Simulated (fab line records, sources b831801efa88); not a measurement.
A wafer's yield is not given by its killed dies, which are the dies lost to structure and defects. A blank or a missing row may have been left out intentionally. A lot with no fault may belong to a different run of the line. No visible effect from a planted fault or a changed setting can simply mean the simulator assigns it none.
Struck lot and sound lot, side by side | flow sky130 | 15 steps out of a route of 708
Sound: the wafers L478.1, L478.2, L478.3. Struck: wafer L485.1 (left out: L485.3, L485.6 of the same lot, which were not struck); the cause appears at the end.
Order at every step that has rows: each side's tool, ch and its chambers, its first start. Under that, the readings that differ: sound wafers | struck wafers | difference of the means | sigmas: that difference in standard deviations of wafers without a fault.
alike: words and numbers the same on both sides, and readings whose means are apart by under 2 such deviations; not compared: readings that were withheld, readings missing a value for some wafer, numbers with overlapping values and no deviation given by the record, and bounds like >300 which may hide the same value.
A row with sigmas, a row that says differs or no value, or rows on one side alone: a step with any of these is where the two part. When numbers do not overlap yet have no deviation, they are printed without sigmas and do not part them. Lack of a reading on every wafer of one side parts them only where that side has two or more wafers.

first, 1 step without rows for these wafers: SKY_METAL5_CLEAN_19 (cleans in O3/DIW).
SKY_PASSIVATION_CVD_00: deposits SiO2, target thk 90 nm.
  sound on pecvd-01 ch 0,1,2, day 45 12:44; struck on pecvd-03 ch 0, day 47 07:11
  alike: heater power w
SKY_PASSIVATION_THK_MEAS_01:
  sound on film metro-03 at day 45 12:46; struck on film metro-01 at day 47 07:13
  alike: PASSIVATION_CVD_00_THK
SKY_PASSIVATION_CVD_02: deposits Si3N4, target thk 540 nm.
  sound on pecvd-03 ch 0,1,2, day 45 12:49; struck on pecvd-01 ch 2, day 47 07:17
  alike: heater power w
SKY_PASSIVATION_THK_MEAS_03:
  sound on film metro-02 at day 45 13:03; struck on film metro-02 at day 47 07:30
  alike: PASSIVATION_CVD_02_THK
then, 7 steps without rows for these wafers: SKY_PASSIVATION_DEHYDRATE_04 (time 60 s); SKY_PASSIVATION_HMDS_05 (prime time 60 s); SKY_PASSIVATION_COAT_06 (resist thk 3000 nm); SKY_PASSIVATION_SOFTBAKE_07; SKY_PASSIVATION_EXPOSE_08 (exposes mask NSM, target cd 3000 nm); SKY_PASSIVATION_PEB_09; SKY_PASSIVATION_DEVELOP_10 (develop time 60 s).
SKY_PASSIVATION_ETCH_11: etches the open film in CF4/O2, stops on AlCu, target depth 725 nm, time 161.1 s.
  sound on rie diel-02 ch 0,1,2, day 46 10:19; struck on rie diel-02 ch 2, day 48 01:52
  reading                                       | sound          | struck | difference | sigmas
  model.coat_of_PASSIVATION_COAT_06.thk nm (nm) | 2532 2524 2515 | 2295   | -229       |
  alike: drypump motor current A, oes product au, throttle valve pct
  not compared: rf hours counter h
SKY_PASSIVATION_STRIP_12: strips in O2/N2.
  sound on plasma asher-01 ch 0,1, day 46 10:26; struck on plasma asher-03 ch 0, day 48 01:59
  reading                      | sound             | struck | difference | sigmas
  drypump motor current A (A)  | 4.8 5.4 5.4       | 6.0    | +0.8       | +2
  strip time to endpoint s (s) | 31.72 31.61 31.51 | 28.94  | -2.67      | -24
  alike: oes product au
  not compared: rf hours counter h
then, 1 step without rows for these wafers: SKY_PAD_OPEN_DEHYDRATE_00 (time 60 s).

== WHERE THEY PART ==
SKY_PASSIVATION_STRIP_12 only, going by this record.

WHY: what had been put in by the simulator
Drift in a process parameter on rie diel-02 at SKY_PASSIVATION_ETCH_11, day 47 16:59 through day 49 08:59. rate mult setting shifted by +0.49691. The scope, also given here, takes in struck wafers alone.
